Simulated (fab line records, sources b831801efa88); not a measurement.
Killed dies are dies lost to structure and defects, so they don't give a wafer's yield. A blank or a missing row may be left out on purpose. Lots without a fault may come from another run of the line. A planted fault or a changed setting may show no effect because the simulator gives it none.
Which tool did it? | flow gf180mcu | 14 lots, 42 wafers sampled, at 4 steps of a route of 602

WHAT THE GAUGES READ, wafer by wafer
GF_HV_LDD_OVL_MEAS_32.
lot  | measured     | on         | HV_LDD_02_OVL (nm)
L112 | day 12 01:07 | overlay-02 | 2.8 0.2 2.9
L121 | day 15 11:03 | overlay-01 | -0.8 0.6 -0.4
L122 | day 15 12:40 | overlay-02 | 2.2 2.9 2.2
L123 | day 15 21:25 | overlay-01 | 0.9 1.2 0.9
L124 | day 16 05:38 | overlay-01 | 0.6 0.5 0.3
L125 | day 16 14:22 | overlay-01 | 2.9 3.7 4.7
L126 | day 16 21:03 | overlay-02 | 2.0 0.4 -0.2
L127 | day 17 03:59 | overlay-02 | 1.7 0.1 0.3
L128 | day 17 15:13 | overlay-02 | -0.3 -0.5 -0.3
L129 | day 17 22:59 | overlay-02 | 2.6 3.1 1.4
L130 | day 18 07:58 | overlay-02 | -1.2 0.7 -1.6
L131 | day 18 14:58 | overlay-02 | 3.0 4.7 3.3
L132 | day 18 23:04 | overlay-01 | 0.2 0.4 -1.4
L133 | day 19 05:42 | overlay-01 | -0.7 1.8 1.9

GF_HV_LDD_TW_MEAS_50.
lot  | measured     | on            | HV_LDD_4_TW
L112 | day 12 22:57 | film_metro-03 | 557 553 556
L121 | day 16 10:16 | film_metro-03 | 502 501 505
L122 | day 16 12:08 | film_metro-03 | 501 504 501
L123 | day 16 21:02 | film_metro-02 | 569 572 573
L124 | day 17 05:49 | film_metro-01 | 575 576 573
L125 | day 17 14:31 | film_metro-01 | 574 576 573
L126 | day 17 21:43 | film_metro-03 | 553 555 555
L127 | day 18 04:46 | film_metro-03 | 556 553 555
L128 | day 18 16:13 | film_metro-01 | 573 575 575
L129 | day 19 00:03 | film_metro-02 | 576 575 578
L130 | day 19 08:21 | film_metro-03 | 554 554 556
L131 | day 19 16:10 | film_metro-03 | 559 559 558
L132 | day 19 23:32 | film_metro-01 | 577 574 572
L133 | day 20 07:48 | film_metro-01 | 574 572 571

GF_NSD_TW_MEAS_12.
lot  | measured     | on            | NSD_TW
L112 | day 13 23:22 | film_metro-04 | 4215 4215 4204
L121 | day 17 12:34 | film_metro-01 | 4280 4285 4278
L122 | day 17 15:13 | film_metro-04 | 4223 4231 4209
L123 | day 18 00:22 | film_metro-04 | 4222 4237 4204
L124 | day 18 08:55 | film_metro-04 | 4192 4225 4198
L125 | day 18 17:52 | film_metro-04 | 4223 4227 4225
L126 | day 19 00:58 | film_metro-02 | 4297 4294 4314
L127 | day 19 07:28 | film_metro-04 | 4182 4201 4225
L128 | day 19 19:04 | film_metro-04 | 4198 4209 4202
L129 | day 20 03:55 | film_metro-01 | 4286 4283 4256
L130 | day 20 11:21 | film_metro-02 | 4291 4278 4282
L131 | day 20 20:35 | film_metro-04 | 4220 4193 4213
L132 | day 21 03:01 | film_metro-02 | 4299 4272 4293
L133 | day 21 11:24 | film_metro-04 | 4212 4231 4224

WHICH TOOL RAN EACH LOT (tool, then ch and the chambers of the sampled wafers, then the start)
lot  | GF_HV_LDD_IMPLANT_48
L112 | implanter-01 ch 0, day 12 22:43
L121 | implanter-01 ch 0, day 16 10:02
L122 | implanter-01 ch 0, day 16 11:53
L123 | implanter-04 ch 0, day 16 20:47
L124 | implanter-02 ch 0, day 17 05:35
L125 | implanter-04 ch 0, day 17 14:17
L126 | implanter-02 ch 0, day 17 21:28
L127 | implanter-04 ch 0, day 18 04:32
L128 | implanter-02 ch 0, day 18 15:59
L129 | implanter-04 ch 0, day 18 23:49
L130 | implanter-02 ch 0, day 19 08:06
L131 | implanter-01 ch 0, day 19 15:56
L132 | implanter-02 ch 0, day 19 23:19
L133 | implanter-01 ch 0, day 20 07:33
- GF_HV_LDD_IMPLANT_48

WHAT THE TOOLS THEMSELVES READ (means of the sampled wafers that have a number; where no wafer has one, the mark that the record gives instead)
GF_HV_LDD_IMPLANT_48.
lot  | tool         | dose_ions_cm2 | faraday_current_uA
L112 | implanter-01 | 3e+13         | 166
L121 | implanter-01 | 2e+13         | 120
L122 | implanter-01 | 2e+13         | 121
L123 | implanter-04 | 3e+13         | 169
L124 | implanter-02 | 3e+13         | 172
L125 | implanter-04 | 3e+13         | 170
L126 | implanter-02 | 3e+13         | 168
L127 | implanter-04 | 3e+13         | 171
L128 | implanter-02 | 3e+13         | 168
L129 | implanter-04 | 3e+13         | 169
L130 | implanter-02 | 3e+13         | 166
L131 | implanter-01 | 3e+13         | 167
L132 | implanter-02 | 3e+13         | 169
L133 | implanter-01 | 3e+13         | 169

THE ANSWER, worked out from the rows above alone
Rule: what is usual is taken from the lots themselves. Put in order of their means at a reading, lots are off if they are a third of the lots or fewer, leave a main group of 4 or more, and stand apart from it by a gap of 3 or more times the standard deviation of the main group's means; of several such gaps the widest counts. A main group whose means are all the same, to the digits that the tables above print for the reading, isn't used. A lot without any number at a reading at which 4 lots or more have one is off too. The other lots that the step has rows for count as sound. The gauges are gone through in route order, then the tools' own readings, and for those a lot's mean is taken as printed above. The first step at which some lot is off is used, and at that step the reading that is off furthest; a lot without a number counts as furthest.
Off: L121, L122, at GF_HV_LDD_TW_MEAS_50 (HV_LDD_4_TW). The main group: mean 566, standard deviation 9.2.
A tool fits if, at a process step before that reading, it ran every lot that is off, and no sound lot after the first of them. The gauges at GF_HV_LDD_TW_MEAS_50 aren't tried: what is off there is off at GF_HV_LDD_IMPLANT_48 too, on other tools, and a gauge's error can't cause that. None of those tried fits.

WHAT THE SIMULATOR HAD PUT IN
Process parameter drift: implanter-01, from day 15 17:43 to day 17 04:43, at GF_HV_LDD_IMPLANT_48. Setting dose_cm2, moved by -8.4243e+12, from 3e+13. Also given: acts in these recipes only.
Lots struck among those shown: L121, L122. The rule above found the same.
